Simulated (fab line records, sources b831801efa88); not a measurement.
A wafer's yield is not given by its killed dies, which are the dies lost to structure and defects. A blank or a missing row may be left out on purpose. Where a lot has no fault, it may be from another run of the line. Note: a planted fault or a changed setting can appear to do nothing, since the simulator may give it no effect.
A single fault, viewed from 2 desks :: flow sky130 :: what lay behind the numbers comes last; until then each desk has only its own

## AT THE METROLOGY DESK
Means of the sampled wafers that have a number, per lot and without regard to the tool the lot ran on: this is what the gauges read. Any lot whose mean is over 4 standard deviations away from the usual mean is out of limits and marked OUT; that distance is given in the brackets.
Columns: A = VIA4_OVL at SKY_VIA4_OVL_MEAS_11, usual -0.1 nm
lot: L596
first seen here: day 42 19:37
A: -0.6

lot: L597
first seen here: day 43 04:38
A: 2.0

lot: L598
first seen here: day 43 07:17
A: -1.8

lot: L599
first seen here: day 43 15:47
A: 0.2

lot: L601
first seen here: day 44 05:35
A: -0.6

lot: L602
first seen here: day 44 13:16
A: 0.9

lot: L604
first seen here: day 44 23:55
A: 1.0

lot: L605
first seen here: day 45 06:02
A: 0.9

lot: L614
first seen here: day 47 12:31
A: 1.0

lot: L616
first seen here: day 48 02:35
A: -0.9

lot: L619
first seen here: day 48 17:52
A: 0.2

lot: L617
first seen here: day 48 19:19
A: -1.0

lot: L618
first seen here: day 48 19:37
A: 0.1
Finding of this desk: none of the 13 lots has anything out of limits.

## THE TOOL OWNER'S DESK: iline stepper-02
The tool's own readings at SKY_NWELL_EXPOSE_07 (exposes mask NWM, target cd 840 nm): means of the sampled wafers that have a number, for each lot that ran on this tool. Any lot whose mean is over 4 standard deviations away from the usual mean is out of limits and marked OUT; that distance is given in the brackets.
Columns: A = reticle temp C at SKY_NWELL_EXPOSE_07, usual 23.02 C; B = stage vel mm s at SKY_NWELL_EXPOSE_07, usual 500.00 mm/s
lot: L596
first seen here: day 4 07:31
A: 23.01
B: 499.98

lot: L598
first seen here: day 4 16:20
A: 23.11
B: 499.74

lot: L601
first seen here: day 5 08:04
A: 22.98
B: 499.78

lot: L602
first seen here: day 5 14:46
A: 23.08
B: 500.19

lot: L604
first seen here: day 5 23:52
A: 23.05
B: 500.17

lot: L605
first seen here: day 6 07:38
A: 22.99
B: 500.08

lot: L619
first seen here: day 9 20:25
A: 22.89
B: 499.89

lot: L618
first seen here: day 9 20:32
A: 23.09
B: 500.35
Finding of this desk: none of the 8 lots has anything out of limits.

## PUT TOGETHER
The metrology desk saw nothing out of limits.
Nothing out of limits was seen by the tool owner's desk.

## WHAT WAS PUT IN BY THE SIMULATOR
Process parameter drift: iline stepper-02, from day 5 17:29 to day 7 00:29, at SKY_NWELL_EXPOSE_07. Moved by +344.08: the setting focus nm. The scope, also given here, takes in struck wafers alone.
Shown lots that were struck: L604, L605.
